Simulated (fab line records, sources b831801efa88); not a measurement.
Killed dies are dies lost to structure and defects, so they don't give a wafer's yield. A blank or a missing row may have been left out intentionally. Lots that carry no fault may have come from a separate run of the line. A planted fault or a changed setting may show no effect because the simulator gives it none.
Struck lot and sound lot, side by side | flow sfq line | 19 out of 325 route steps
Sound: wafers L370.1, L370.3, L370.5. Struck: wafer L366.5. (L366.1, L366.6 of the same lot were not struck and are left out.) The cause comes at the end.
At each step with rows: each side's tool, then ch and its chambers, then its first start. Under that, the readings that differ: sound wafers | struck wafers | difference of the means | sigmas: that difference in standard deviations of wafers without a fault.
alike: readings whose means differ by less than 2 such deviations, and words and numbers that are the same on both sides. not compared: withheld readings, readings that some wafer has no value for, bounds like >300 that may hide the same value, and numbers for which the record gives no deviation and whose values overlap.
A row with sigmas, a row that says differs or no value, or rows on one side alone: a step with any of these is where the two part. Numbers that have no deviation but don't overlap get no sigmas and don't part them. A reading missing from all wafers of one side parts the sides only when that side holds two or more wafers.

SFQ_M6_OVL_MEAS_940:
  struck on overlay-02, day 71 18:34; sound on overlay-01, day 74 10:10
  alike: M6_OVL
SFQ_TRILAYER_M6_BARC_OPEN_METAL_ETCH_206: etches BARC in O2, target depth 125 nm, time 41.7 s.
  sound on rie metal-03 ch 0,1, day 74 10:11; struck on rie metal-03 ch 1, day 71 18:35
  alike: drypump motor current A, oes product au
  not compared: rf hours counter h
SFQ_TRILAYER_M6_ETCH_METAL_ETCH_162: etches Nb in Cl2/Ar, stops on SiO2, target depth 240 nm, time 120 s.
  sound on rie metal-03 ch 0,1, day 74 10:15; struck on rie metal-03 ch 1, day 71 18:39
  alike: drypump motor current A, oes product au
  not compared: rf hours counter h
then, 3 steps without rows for these wafers: SFQ_TRILAYER_M6_STRIP_STRIP_163 (strips in O2); SFQ_TRILAYER_M6_STRIP_SOLV_CLEAN_164 (cleans in NMP, time 600 s); SFQ_TRILAYER_I6_DEP_PECVD_165 (deposits SiO2 from SiH4/N2O, time 111.11 s, target thk 500 nm).
SFQ_TRILAYER_I6_CMP_CMP_166: polishes SiO2.
  sound on cmp-02 ch 0,2,3, day 74 12:14; struck on cmp-01 ch 1, day 71 21:09
  reading             | sound         | struck | difference | sigmas
  motor current A (A) | 10.0 9.6 10.6 | 11.9   | +1.8       | +2
  alike: slurry flow ml min, time to endpoint s
SFQ_I6_BOW_MEAS_941:
  struck on film metro-01, day 71 22:39; sound on film metro-04, day 74 14:14
  alike: I6_BOW
SFQ_TRILAYER_I6_METRO_MEASURE_167:
  struck on film metro-01, day 71 22:46; sound on film metro-04, day 74 14:21
  alike: thk nm
then, 3 steps without rows for these wafers: SFQ_TRILAYER_I6_VIA_LITHO_COAT_174 (resist thk 62 nm); SFQ_TRILAYER_I6_VIA_LITHO_COAT_169 (resist thk 650 nm); SFQ_TRILAYER_I6_VIA_LITHO_SOFTBAKE_173.
SFQ_TRILAYER_I6_VIA_LITHO_EXPOSE_170: exposes mask I6, target cd 700 nm.
  sound on krf scanner-01 ch 0, day 74 16:22; struck on krf scanner-01 ch 0, day 72 00:43
  alike: mask, focus offset nm
then, 2 steps without rows for these wafers: SFQ_TRILAYER_I6_VIA_LITHO_PEB_172 (peb time 60 s); SFQ_TRILAYER_I6_VIA_LITHO_DEVELOP_171 (time 60 s).
SFQ_I6_OVL_MEAS_942:
  struck on overlay-02, day 72 02:13; sound on overlay-01, day 74 17:52
  alike: I6_OVL
SFQ_TRILAYER_I6_VIA_BARC_OPEN_VIA_ETCH_235: etches BARC in O2, target depth 125 nm, time 41.7 s.
  sound on rie diel-04 ch 0,3, day 74 17:55; struck on rie diel-02 ch 1, day 72 02:15
  reading             | sound           | struck | difference | sigmas
  model.I6.cd nm (nm) | 697 697.5 696.6 | 714.4  | +17.4      |
  alike: drypump motor current A, oes product au
  not compared: rf hours counter h
SFQ_TRILAYER_I6_VIA_ETCH_VIA_ETCH_172: etches SiO2 in CHF3, stops on Nb, target depth 260 nm.
  sound on rie diel-04 ch 0,3, day 74 17:56; struck on rie diel-02 ch 1, day 72 02:17
  reading             | sound             | struck | difference | sigmas
  model.I6.cd nm (nm) | 696.9 697.6 697.3 | 713.9  | +16.6      |
  alike: drypump motor current A, oes product au
SFQ_TRILAYER_I6_VIA_STRIP_STRIP_173: strips in O2.
  sound on rie metal-02 ch 1, day 74 18:04; struck on rie metal-04 ch 0, day 72 02:24
  alike: drypump motor current A, oes product au
  not compared: rf hours counter h

WHERE THEY PART
At SFQ_TRILAYER_I6_CMP_CMP_166 and nowhere else, as far as this record goes. Later steps at which nothing parts them and some readings are alike: SFQ_I6_BOW_MEAS_941, SFQ_TRILAYER_I6_METRO_MEASURE_167, SFQ_TRILAYER_I6_VIA_LITHO_EXPOSE_170, SFQ_I6_OVL_MEAS_942, SFQ_TRILAYER_I6_VIA_BARC_OPEN_VIA_ETCH_235, SFQ_TRILAYER_I6_VIA_ETCH_VIA_ETCH_172, SFQ_TRILAYER_I6_VIA_STRIP_STRIP_173.

WHY: what had been put in by the simulator
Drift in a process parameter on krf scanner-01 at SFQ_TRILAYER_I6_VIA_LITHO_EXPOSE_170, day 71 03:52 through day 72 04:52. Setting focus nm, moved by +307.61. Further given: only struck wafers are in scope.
